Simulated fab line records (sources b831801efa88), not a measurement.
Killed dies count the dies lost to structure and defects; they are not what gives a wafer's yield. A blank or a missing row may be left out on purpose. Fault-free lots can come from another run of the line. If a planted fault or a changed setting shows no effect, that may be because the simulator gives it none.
Commonality check across tools | flow sky130 | Lots sampled 10, wafers sampled 36

== REASON IT WAS OPENED ==
2 of 10 lots carry a flag on the reading SD_N_RS at SKY_SD_N_RS_MEAS_16. Fault-free wafers read 68.52 ohm/sq, with a standard deviation of 0.11.
Rule: a lot gets a flag if all its wafers with a number sit over 4 standard deviations from that mean, or if no wafer of it has a number. All remaining lots are regarded as sound.

lot  | measured     | on            | SD_N_RS (ohm/sq), wafer by wafer    | flag
L866 | day 30 10:44 | film_metro-03 | 68.47 68.47 68.44                   |
L871 | day 30 15:59 | film_metro-04 | 68.47 68.56 68.31                   |
L870 | day 30 16:34 | film_metro-03 | 68.72 68.55 68.62                   |
L872 | day 30 18:13 | film_metro-02 | 68.51 68.54 68.55                   |
L873 | day 30 22:33 | film_metro-02 | 68.70 68.64 68.64                   |
L874 | day 30 23:14 | film_metro-04 | 68.54 68.49 68.43                   |
L881 | day 36 19:40 | film_metro-04 | 68.52 68.45 68.47                   |
L880 | day 36 20:43 | film_metro-04 | 68.59 68.70 68.59                   |
L879 | day 36 22:45 | film_metro-02 | 71.35 71.29 71.27 71.45 71.18 71.12 | FLAGGED
L878 | day 37 02:20 | film_metro-02 | 71.15 71.12 71.23 71.14 71.16 71.08 | FLAGGED
Average over the flagged lots: 71.21 ohm/sq; offset from the usual +2.69 ohm/sq, equal to +24 standard deviations.

== TOOL THAT RAN EACH LOT ==
3 process steps preceding the reading are held in the record, out of 708 steps in the route. Read each cell as the tool, then ch plus the chambers that the sampled wafers visited, then the start.
lot  | flag    | SKY_LDD_P_STRIP_10                   | SKY_RES_XHIGH_STRIP_08               | SKY_SD_N_RTA_14
L866 |         | plasma_asher-03 ch 1, day 21 12:43   | plasma_asher-01 ch 0,1, day 29 05:41 | rtp_anneal-01 ch 0, day 30 10:32
L871 |         | plasma_asher-03 ch 1, day 21 20:45   | plasma_asher-04 ch 0,1, day 29 10:26 | rtp_anneal-02 ch 0, day 30 15:47
L870 |         | plasma_asher-04 ch 0,1, day 21 20:24 | plasma_asher-02 ch 1, day 29 11:08   | rtp_anneal-01 ch 0, day 30 16:23
L872 |         | plasma_asher-01 ch 0,1, day 21 21:30 | plasma_asher-01 ch 1, day 29 12:22   | rtp_anneal-01 ch 0, day 30 18:02
L873 |         | plasma_asher-01 ch 0,1, day 22 01:48 | plasma_asher-04 ch 0, day 29 17:34   | rtp_anneal-01 ch 0, day 30 22:22
L874 |         | plasma_asher-03 ch 0,1, day 22 02:06 | plasma_asher-02 ch 1, day 29 18:11   | rtp_anneal-02 ch 0, day 30 23:02
L881 |         | plasma_asher-01 ch 0,1, day 28 13:19 | plasma_asher-04 ch 0,1, day 35 15:59 | rtp_anneal-01 ch 0, day 36 19:29
L880 |         | plasma_asher-04 ch 0,1, day 28 15:45 | plasma_asher-04 ch 0,1, day 35 17:23 | rtp_anneal-02 ch 0, day 36 20:29
L879 | FLAGGED | plasma_asher-01 ch 0,1, day 28 14:16 | plasma_asher-02 ch 0,1, day 35 18:37 | rtp_anneal-01 ch 0, day 36 22:34
L878 | FLAGGED | plasma_asher-01 ch 0,1, day 28 18:52 | plasma_asher-04 ch 0,1, day 35 22:20 | rtp_anneal-01 ch 0, day 37 02:10
What these steps do:
- SKY_LDD_P_STRIP_10: strips in O2/N2.
- SKY_RES_XHIGH_STRIP_08: strips in O2/N2.
- SKY_SD_N_RTA_14: time 2 s.
- SKY_SD_N_RS_MEAS_16: measures by four-point-probe.

== FLAGGED OVER TOTAL, TOOL BY TOOL (the gauges that took the reading come last) ==
step                   | tool            | lots run | flagged | share of the flagged lots | sound lots run after its first flagged lot
SKY_LDD_P_STRIP_10     | plasma_asher-01 | 5        | 2       | all                       | 0
SKY_LDD_P_STRIP_10     | plasma_asher-03 | 3        | 0       | none                      | -
SKY_LDD_P_STRIP_10     | plasma_asher-04 | 2        | 0       | none                      | -
SKY_RES_XHIGH_STRIP_08 | plasma_asher-01 | 2        | 0       | none                      | -
SKY_RES_XHIGH_STRIP_08 | plasma_asher-02 | 3        | 1       | some                      | 0
SKY_RES_XHIGH_STRIP_08 | plasma_asher-04 | 5        | 1       | some                      | 0
SKY_SD_N_RTA_14        | rtp_anneal-01   | 7        | 2       | all                       | 0
SKY_SD_N_RTA_14        | rtp_anneal-02   | 3        | 0       | none                      | -
SKY_SD_N_RS_MEAS_16    | film_metro-02   | 4        | 2       | all                       | 0
SKY_SD_N_RS_MEAS_16    | film_metro-03   | 2        | 0       | none                      | -
SKY_SD_N_RS_MEAS_16    | film_metro-04   | 4        | 0       | none                      | -

== WHAT IS ALLOWED BY THE TABLE ==
3 rows of the table ran every flagged lot: plasma_asher-01 at SKY_LDD_P_STRIP_10, rtp_anneal-01 at SKY_SD_N_RTA_14, film_metro-02 at SKY_SD_N_RS_MEAS_16.
- plasma_asher-01 at SKY_LDD_P_STRIP_10: 2 of its 5 lots flagged. Last sound lot L881 at day 28 13:19, first flagged lot L879 at day 28 14:16; a fault beginning in between fits.
- rtp_anneal-01 at SKY_SD_N_RTA_14: 2 of its 7 lots flagged. Last sound lot L881 at day 36 19:29, first flagged lot L879 at day 36 22:34; a fault beginning in between fits.
- film_metro-02 at SKY_SD_N_RS_MEAS_16: 2 of its 4 lots flagged. Last sound lot L873 at day 30 22:33, first flagged lot L879 at day 36 22:45; a fault beginning in between fits.
A lot count leaves these 3 tools indistinguishable: every one of them fits a fault beginning at some hour. More lots, or a look at what each step does to the wafer, might.

== WHAT HAD BEEN PUT IN BY THE SIMULATOR ==
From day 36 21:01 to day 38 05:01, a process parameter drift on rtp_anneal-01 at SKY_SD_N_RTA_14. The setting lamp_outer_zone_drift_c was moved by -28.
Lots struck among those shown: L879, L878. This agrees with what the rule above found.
